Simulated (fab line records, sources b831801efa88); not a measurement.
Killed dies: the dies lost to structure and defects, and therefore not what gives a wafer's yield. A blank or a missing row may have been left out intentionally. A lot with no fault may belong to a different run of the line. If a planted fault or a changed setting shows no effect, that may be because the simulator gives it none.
fab line records	flow gf180mcu
record lots=5	wafers=15	last-day=34
route steps=602 shown V4@501 MIM@503
lots that met no fault: taken from a fault-free run of the same line
start-h: the number of hours between the record's first day and the start of the first shown wafer of the lot	wait-h: hours since the lot's step before	" repeats the value in the row above	L1.1+2: one row covering several wafers at once	- no value, or no start was given	* or withheld: withheld	< > ~ a bound
route shown NAME@n: names a module that has steps shown in the file, with the first one's number in the route	usual: mean/standard deviation of fault-free wafers	same: alike in all rows	chamber/n: place in a boat	sites: the reading at each site	_std_site: the standard deviation of these	_edge_site: mean of outer sites minus mean of inner sites	radius-mm: how far each site lies from the wafer's centre	mask NAME#n: copy n	behind: the most recent tool/chamber to have shaped the wafer	hold: the reason the lot was held/the length of the hold in hours/how it ended	device: which transistor (n, p or np) failed to switch	end of line: at the end of the route, the tests of the same wafers	for a step that has no rows: nothing shown but its recipe	killed: the dies lost at the first sort to structure and to defects; this is not the yield of the wafer	map: per-die view of a wafer (x killed, . not killed, _ where there is no die)
set.NAME: the setting as run; set.NAME@STEP: as run at that earlier step	model.NAME: the simulator's own value behind a step, which no gauge read
a table for each step, a row for each wafer; lots at some steps of the route
services: from which hour (start-h, from the record's first day; less than 0 if before it) a tool's chamber was out of use, for how many hours, and why
## steps
# step GF_V4_THK_MEAS_25
# recipe thk-meas-gauge=xrf	reads=W_of_V4_CVD_23
# usual V4_W_THK=349/5.6
lot.wafer	tool	chamber	start-h	wait-h	V4_W_THK[nm]
L077.3	film-metro-04	-	580.25	0.1	361
L077.4	"	-	"	"	357
L077.6	"	-	"	"	354
L085.1	film-metro-04	-	652.58	0.1	360
L085.3	"	-	"	"	360
L085.6	"	-	"	"	353
L084.2	film-metro-01	-	657.29	0.1	346
L084.4	"	-	"	"	345
L084.5	"	-	"	"	347
L090.1	film-metro-04	-	678.82	0.1	346
L090.3	"	-	"	"	349
L090.6	"	-	"	"	348
L094.1	film-metro-04	-	716.75	0.1	350
L094.3	"	-	"	"	353
L094.4	"	-	"	"	351
# step GF_V4_CMP_26
# recipe stop-on=SiO2	down-force-psi=3.5	platen-rpm=60	t-overpolish-s=15	target-thk-nm=0	pad-velocity-m-s=0.94248
# usual motor-current-A=11.2/0.92	overpolish-run-s=14.999/0.0085	platen-rpm=60.00/0.04	time-to-endpoint-s=85/4
lot.wafer	tool	chamber	start-h	wait-h	motor-current-A	overpolish-run-s	platen-rpm	time-to-endpoint-s
L077.3	cmp-02	2	580.68	0.4	11.8	15.001	60.04	83
L077.4	"	0	"	"	11.5	14.993	60.02	86
L077.6	"	2	"	"	11.8	15.003	60.03	81
L085.1	cmp-02	1	652.74	0.1	10.5	14.994	59.95	82
L085.3	"	2	"	"	12.3	14.989	60.00	81
L085.6	"	3	"	"	11.6	14.993	59.96	80
L084.2	cmp-01	1	657.39	0.1	12.0	14.994	60.02	90
L084.4	"	2	"	"	10.7	15.001	60.01	92
L084.5	"	0	"	"	9.0	14.992	60.01	86
L090.1	cmp-02	2	678.88	0.1	11.9	14.998	59.96	79
L090.3	"	1	"	"	10.5	15.007	59.98	80
L090.6	"	3	"	"	11.3	15.001	59.93	79
L094.1	cmp-01	0	716.86	0.1	8.8	14.999	59.98	89
L094.3	"	1	"	"	12.2	14.990	59.90	93
L094.4	"	2	"	"	11.3	15.003	59.98	94
# step GF_MIM_SPUTTER_00
# recipe material=Ti	target-thk-nm=37.5	arriving-ion-energy-ev=80	substrate-temp-c=200	chamber-pressure-pa=2	power-w=4000	time-s=150
# usual throttle-valve-pct=30.0/1.1
# same time-s=150
lot.wafer	tool	chamber	start-h	wait-h	throttle-valve-pct
L077.3	pvd-sputter-04	-	580.98	0.2	31.4
L077.4	"	-	"	"	29.6
L077.6	"	-	"	"	31.3
L085.1	pvd-sputter-02	-	652.94	0.1	28.6
L085.3	"	-	"	"	29.4
L085.6	"	-	"	"	31.2
L084.2	pvd-sputter-01	-	657.64	0.2	30.4
L084.4	"	-	"	"	31.7
L084.5	"	-	"	"	30.6
L090.1	pvd-sputter-02	-	679.18	0.2	29.3
L090.3	"	-	"	"	28.7
L090.6	"	-	"	"	29.0
L094.1	pvd-sputter-02	-	717.11	0.2	28.9
L094.3	"	-	"	"	29.4
L094.4	"	-	"	"	29.0
# step GF_MIM_SPUTTER_01
# recipe material=TiN	target-thk-nm=30	power-w=6500	time-s=25	chamber-pressure-pa=0.4
# usual throttle-valve-pct=30.0/1.1
# same time-s=25
lot.wafer	tool	chamber	start-h	wait-h	throttle-valve-pct
L077.3	pvd-sputter-04	-	581.08	0.1	31.4
L077.4	"	-	"	"	29.4
L077.6	"	-	"	"	31.4
L085.1	pvd-sputter-02	-	653.04	0.1	28.3
L085.3	"	-	"	"	29.3
L085.6	"	-	"	"	31.3
L084.2	pvd-sputter-01	-	657.74	0.1	30.5
L084.4	"	-	"	"	31.7
L084.5	"	-	"	"	30.6
L090.1	pvd-sputter-02	-	679.29	0.1	29.3
L090.3	"	-	"	"	29.1
L090.6	"	-	"	"	28.9
L094.1	pvd-sputter-02	-	717.21	0.1	29.0
L094.3	"	-	"	"	29.4
L094.4	"	-	"	"	29.4
# step GF_MIM_SPUTTER_02
# recipe material=AlCu	target-thk-nm=450	power-w=10600	time-s=23.9	chamber-pressure-pa=0.4
# usual throttle-valve-pct=30.0/1.1
# same time-s=23.9
lot.wafer	tool	chamber	start-h	wait-h	throttle-valve-pct
L077.3	pvd-sputter-04	-	581.11	0.0	31.3
L077.4	"	-	"	"	29.7
L077.6	"	-	"	"	31.2
L085.1	pvd-sputter-02	-	653.08	0.0	28.4
L085.3	"	-	"	"	29.3
L085.6	"	-	"	"	31.2
L084.2	pvd-sputter-01	-	657.77	0.0	30.6
L084.4	"	-	"	"	31.7
L084.5	"	-	"	"	30.3
L090.1	pvd-sputter-02	-	679.32	0.0	29.6
L090.3	"	-	"	"	28.6
L090.6	"	-	"	"	29.2
L094.1	pvd-sputter-02	-	717.24	0.0	29.1
L094.3	"	-	"	"	29.6
L094.4	"	-	"	"	29.2
# step GF_MIM_SPUTTER_03
# recipe material=Ti	target-thk-nm=10	substrate-temp-c=300	chamber-pressure-pa=0.3	power-w=3000	time-s=6.7
# usual throttle-valve-pct=29.9/1.1
# same time-s=6.7
lot.wafer	tool	chamber	start-h	wait-h	throttle-valve-pct
L077.3	pvd-sputter-04	-	581.14	0.0	31.7
L077.4	"	-	"	"	29.3
L077.6	"	-	"	"	31.0
L085.1	pvd-sputter-02	-	653.11	0.0	28.3
L085.3	"	-	"	"	29.3
L085.6	"	-	"	"	31.0
L084.2	pvd-sputter-01	-	657.80	0.0	30.6
L084.4	"	-	"	"	31.7
L084.5	"	-	"	"	30.5
L090.1	pvd-sputter-02	-	679.36	0.0	29.3
L090.3	"	-	"	"	28.7
L090.6	"	-	"	"	28.8
L094.1	pvd-sputter-02	-	717.27	0.0	28.6
L094.3	"	-	"	"	29.2
L094.4	"	-	"	"	29.6
# step GF_MIM_SPUTTER_04
# recipe material=TiN	target-thk-nm=50	power-w=6500	time-s=41.7	chamber-pressure-pa=0.4
# usual throttle-valve-pct=30.0/1.1
# same time-s=41.7
lot.wafer	tool	chamber	start-h	wait-h	throttle-valve-pct
L077.3	pvd-sputter-04	-	581.16	0.0	31.6
L077.4	"	-	"	"	29.4
L077.6	"	-	"	"	31.3
L085.1	pvd-sputter-02	-	653.13	0.0	28.4
L085.3	"	-	"	"	29.7
L085.6	"	-	"	"	30.9
L084.2	pvd-sputter-01	-	657.82	0.0	30.3
L084.4	"	-	"	"	31.5
L084.5	"	-	"	"	30.5
L090.1	pvd-sputter-02	-	679.38	0.0	29.4
L090.3	"	-	"	"	29.0
L090.6	"	-	"	"	28.8
L094.1	pvd-sputter-02	-	717.30	0.0	29.0
L094.3	"	-	"	"	29.4
L094.4	"	-	"	"	29.5
# step GF_MIM_CVD_05
# recipe material=Si3N4	target-thk-nm=42	temp-max-c=400	temp-c=385	time-s=29.086	rf-w=450
# usual heater-power-w=637/63
# same time-s=29.086
lot.wafer	tool	chamber	start-h	wait-h	heater-power-w
L077.3	pecvd-03	0	581.20	0.0	654
L077.4	"	0	"	"	641
L077.6	"	2	"	"	583
L085.1	pecvd-03	1	653.17	0.0	615
L085.3	"	0	"	"	624
L085.6	"	0	"	"	607
L084.2	pecvd-02	1	657.86	0.0	641
L084.4	"	2	"	"	641
L084.5	"	1	"	"	542
L090.1	pecvd-03	1	679.42	0.0	596
L090.3	"	2	"	"	659
L090.6	"	2	"	"	672
L094.1	pecvd-02	2	717.33	0.0	589
L094.3	"	0	"	"	733
L094.4	"	2	"	"	603
# step GF_MIM_THK_MEAS_06
# recipe reads=Si3N4_of_MIM_CVD_05
# usual MIM_CVD_05_THK=41.9/0.56
lot.wafer	tool	chamber	start-h	wait-h	MIM_CVD_05_THK[nm]
L077.3	film-metro-02	-	581.25	0.0	41.2
L077.4	"	-	"	"	41.2
L077.6	"	-	"	"	42.2
L085.1	film-metro-01	-	653.20	0.0	42.2
L085.3	"	-	"	"	41.7
L085.6	"	-	"	"	42.2
L084.2	film-metro-02	-	657.90	0.0	42.0
L084.4	"	-	"	"	42.8
L084.5	"	-	"	"	42.3
L090.1	film-metro-03	-	679.46	0.0	41.7
L090.3	"	-	"	"	41.0
L090.6	"	-	"	"	41.6
L094.1	film-metro-01	-	717.37	0.0	41.7
L094.3	"	-	"	"	41.4
L094.4	"	-	"	"	42.8
# step GF_MIM_SPUTTER_07
# recipe material=TiN	target-thk-nm=60	power-w=6500	time-s=50	chamber-pressure-pa=0.4
# usual throttle-valve-pct=29.9/1.1
# same time-s=50
lot.wafer	tool	chamber	start-h	wait-h	throttle-valve-pct
L077.3	pvd-sputter-01	-	581.29	0.0	30.7
L077.4	"	-	"	"	31.6
L077.6	"	-	"	"	31.7
L085.1	pvd-sputter-01	-	653.26	0.1	31.6
L085.3	"	-	"	"	30.7
L085.6	"	-	"	"	28.8
L084.2	pvd-sputter-02	-	657.95	0.0	29.3
L084.4	"	-	"	"	28.7
L084.5	"	-	"	"	28.4
L090.1	pvd-sputter-01	-	679.52	0.1	28.8
L090.3	"	-	"	"	29.3
L090.6	"	-	"	"	30.3
L094.1	pvd-sputter-01	-	717.43	0.1	30.5
L094.3	"	-	"	"	31.4
L094.4	"	-	"	"	28.9
# step GF_MIM_SPUTTER_08
# recipe material=AlCu	target-thk-nm=200	power-w=10600	time-s=10.6	chamber-pressure-pa=0.4
# usual throttle-valve-pct=29.9/1.1
# same time-s=10.6
lot.wafer	tool	chamber	start-h	wait-h	throttle-valve-pct
L077.3	pvd-sputter-01	-	581.34	0.0	30.6
L077.4	"	-	"	"	31.9
L077.6	"	-	"	"	31.6
L085.1	pvd-sputter-01	-	653.30	0.0	31.6
L085.3	"	-	"	"	30.6
L085.6	"	-	"	"	28.7
L084.2	pvd-sputter-02	-	658.00	0.0	29.3
L084.4	"	-	"	"	29.0
L084.5	"	-	"	"	28.7
L090.1	pvd-sputter-01	-	679.56	0.0	28.4
L090.3	"	-	"	"	29.2
L090.6	"	-	"	"	30.7
L094.1	pvd-sputter-01	-	717.47	0.0	30.5
L094.3	"	-	"	"	31.6
L094.4	"	-	"	"	28.7
# step GF_MIM_SPUTTER_09
# recipe material=TiN	target-thk-nm=35	power-w=6500	time-s=29.2	chamber-pressure-pa=0.4
# usual throttle-valve-pct=29.9/1.1
# same time-s=29.2
lot.wafer	tool	chamber	start-h	wait-h	throttle-valve-pct
L077.3	pvd-sputter-01	-	581.36	0.0	30.9
L077.4	"	-	"	"	32.0
L077.6	"	-	"	"	32.0
L085.1	pvd-sputter-01	-	653.33	0.0	31.6
L085.3	"	-	"	"	30.5
L085.6	"	-	"	"	28.9
L084.2	pvd-sputter-02	-	658.02	0.0	29.4
L084.4	"	-	"	"	28.9
L084.5	"	-	"	"	28.4
L090.1	pvd-sputter-01	-	679.58	0.0	28.5
L090.3	"	-	"	"	29.2
L090.6	"	-	"	"	30.6
L094.1	pvd-sputter-01	-	717.49	0.0	30.5
L094.3	"	-	"	"	31.6
L094.4	"	-	"	"	28.7
# step GF_MIM_RS_MEAS_10
# recipe thk-meas-gauge=four-point-probe	reads=TiN_of_MIM_SPUTTER_09+AlCu_of_MIM_SPUTTER_08+TiN_of_MIM_SPUTTER_07
# usual MIM_ALCU_RS=0.1601/0.0019
lot.wafer	tool	chamber	start-h	wait-h	MIM_ALCU_RS[ohm/sq]
L077.3	film-metro-01	-	581.43	0.1	0.1592
L077.4	"	-	"	"	0.1602
L077.6	"	-	"	"	0.1591
L085.1	film-metro-02	-	653.36	0.0	0.1624
L085.3	"	-	"	"	0.1606
L085.6	"	-	"	"	0.1625
L084.2	film-metro-01	-	658.07	0.0	0.1583
L084.4	"	-	"	"	0.1602
L084.5	"	-	"	"	0.1599
L090.1	film-metro-02	-	679.62	0.0	0.1609
L090.3	"	-	"	"	0.1619
L090.6	"	-	"	"	0.1608
L094.1	film-metro-02	-	717.53	0.0	0.1599
L094.3	"	-	"	"	0.1617
L094.4	"	-	"	"	0.1603
# step GF_MIM_THK_MEAS_11
# recipe thk-meas-gauge=xrf	reads=AlCu_of_MIM_SPUTTER_08
# usual MIM_ALCU_THK=199.4/2.4
lot.wafer	tool	chamber	start-h	wait-h	MIM_ALCU_THK[nm]
L077.3	film-metro-01	-	581.53	0.1	202.2
L077.4	"	-	"	"	201.3
L077.6	"	-	"	"	201.4
L085.1	film-metro-02	-	653.48	0.1	195.4
L085.3	"	-	"	"	199.0
L085.6	"	-	"	"	196.1
L084.2	film-metro-01	-	658.18	0.1	201.2
L084.4	"	-	"	"	200.8
L084.5	"	-	"	"	199.8
L090.1	film-metro-02	-	679.74	0.1	198.0
L090.3	"	-	"	"	196.3
L090.6	"	-	"	"	198.7
L094.1	film-metro-02	-	717.65	0.1	199.4
L094.3	"	-	"	"	197.5
L094.4	"	-	"	"	197.7
# step GF_MIM_DEHYDRATE_12
# recipe temp-c=200	time-s=60
# usual exhaust-pa=45.0/0.76
# same time-s=60
lot.wafer	tool	chamber	start-h	wait-h	exhaust-pa
L077.3	litho-track-02	0	591.50	10.0	45.4
L077.4	"	0	"	"	46.2
L077.6	"	0	"	"	44.9
L085.1	litho-track-03	0	662.77	9.3	45.2
L085.3	"	0	"	"	45.1
L085.6	"	0	"	"	44.4
L084.2	litho-track-04	0	667.55	9.4	45.8
L084.4	"	0	"	"	45.8
L084.5	"	0	"	"	43.9
L090.1	litho-track-02	0	688.30	8.6	44.0
L090.3	"	0	"	"	44.5
L090.6	"	0	"	"	45.9
L094.1	litho-track-03	0	725.52	7.9	46.6
L094.3	"	0	"	"	46.5
L094.4	"	0	"	"	45.4
# step GF_MIM_HMDS_13
# recipe prime-time-s=60	prime-temp-c=120
# usual exhaust-pa=44.8/0.97
lot.wafer	tool	chamber	start-h	wait-h	exhaust-pa
L077.3	litho-track-02	0	591.65	0.1	45.9
L077.4	"	0	"	"	44.6
L077.6	"	0	"	"	44.1
L085.1	litho-track-03	0	662.92	0.1	45.9
L085.3	"	0	"	"	44.0
L085.6	"	0	"	"	46.1
L084.2	litho-track-04	0	667.70	0.1	43.8
L084.4	"	0	"	"	42.2
L084.5	"	0	"	"	43.5
L090.1	litho-track-02	0	688.45	0.1	45.7
L090.3	"	0	"	"	44.9
L090.6	"	0	"	"	45.7
L094.1	litho-track-03	0	725.67	0.1	45.2
L094.3	"	0	"	"	45.3
L094.4	"	0	"	"	46.5
# step GF_MIM_COAT_14
# recipe resist=NOVOLAK	spin-rpm=3000	resist-thk-nm=1000
# usual dispense-pressure-kPa=48/4.7	exhaust-pa=45.0/0.86
lot.wafer	tool	chamber	start-h	wait-h	dispense-pressure-kPa	exhaust-pa
L077.3	litho-track-02	0	591.80	0.1	43	45.1
L077.4	"	0	"	"	43	44.5
L077.6	"	0	"	"	43	45.7
L085.1	litho-track-03	0	663.07	0.1	52	44.8
L085.3	"	0	"	"	52	46.1
L085.6	"	0	"	"	52	46.9
L084.2	litho-track-04	0	667.85	0.1	53	44.5
L084.4	"	0	"	"	53	44.3
L084.5	"	0	"	"	53	42.8
L090.1	litho-track-02	0	688.60	0.1	42	44.2
L090.3	"	0	"	"	42	44.2
L090.6	"	0	"	"	42	43.6
L094.1	litho-track-03	0	725.82	0.1	51	45.4
L094.3	"	0	"	"	51	44.9
L094.4	"	0	"	"	51	45.4
# step GF_MIM_SOFTBAKE_15
# recipe temp-c=90	time-s=60	resist=NOVOLAK
# usual exhaust-pa=45.1/0.92
# same time-s=60
lot.wafer	tool	chamber	start-h	wait-h	exhaust-pa
L077.3	litho-track-02	0	591.95	0.1	43.9
L077.4	"	0	"	"	44.4
L077.6	"	0	"	"	44.0
L085.1	litho-track-03	0	663.22	0.1	45.0
L085.3	"	0	"	"	45.5
L085.6	"	0	"	"	43.8
L084.2	litho-track-04	0	668.00	0.1	44.4
L084.4	"	0	"	"	43.3
L084.5	"	0	"	"	45.4
L090.1	litho-track-02	0	688.75	0.1	44.0
L090.3	"	0	"	"	45.2
L090.6	"	0	"	"	45.4
L094.1	litho-track-03	0	725.97	0.1	45.3
L094.3	"	0	"	"	44.0
L094.4	"	0	"	"	45.3
# step GF_MIM_EXPOSE_16
# recipe mask-id=FuseTop	target-cd-nm=2000	na=0.6	source-shape=conventional	sigma-outer=0.6	dose-mj=140
# same na=0.6
lot.wafer	tool	chamber	start-h	wait-h	mask
L077.3+4+6	iline-stepper-02	0	-	-	FuseTop#0
L085.1+3+6	iline-stepper-01	0	-	-	FuseTop#0
L084.2+4+5	iline-stepper-01	0	-	-	FuseTop#0
L090.1+3+6	iline-stepper-02	0	-	-	FuseTop#0
L094.1+3+4	iline-stepper-01	0	-	-	FuseTop#0
## services
tool	chamber	start-h	hours	kind
iline-stepper-02	-	559.43	4.4	pm
pecvd-02	-	567.74	1.0	repair
iline-stepper-01	-	570.32	1.7	pm
cmp-02	-	572.00	4.0	pm
cmp-02	-	573.02	1.0	repair
iline-stepper-02	-	573.59	7.8	repair
cmp-01	-	576.00	5.1	pm
pecvd-03	-	582.22	3.5	repair
iline-stepper-02	-	587.47	1.7	pm
pecvd-03	-	591.12	14.0	pm
pecvd-02	0	596.79	1.9	repair
cmp-02	-	599.31	1.9	repair
pecvd-03	-	607.43	0.3	repair
iline-stepper-01	-	612.49	3.0	repair
pvd-sputter-04	-	628.50	6.6	repair
pvd-sputter-04	-	629.76	2.8	repair
iline-stepper-01	-	633.70	8.4	repair
pecvd-02	0	635.24	6.2	repair
pvd-sputter-04	-	657.28	11.7	repair
pvd-sputter-04	-	674.31	1.5	repair
pecvd-03	-	689.31	1.2	repair
pvd-sputter-04	-	704.79	0.9	repair
cmp-02	-	715.95	0.6	repair
cmp-02	-	717.73	0.8	repair
## key
fault none
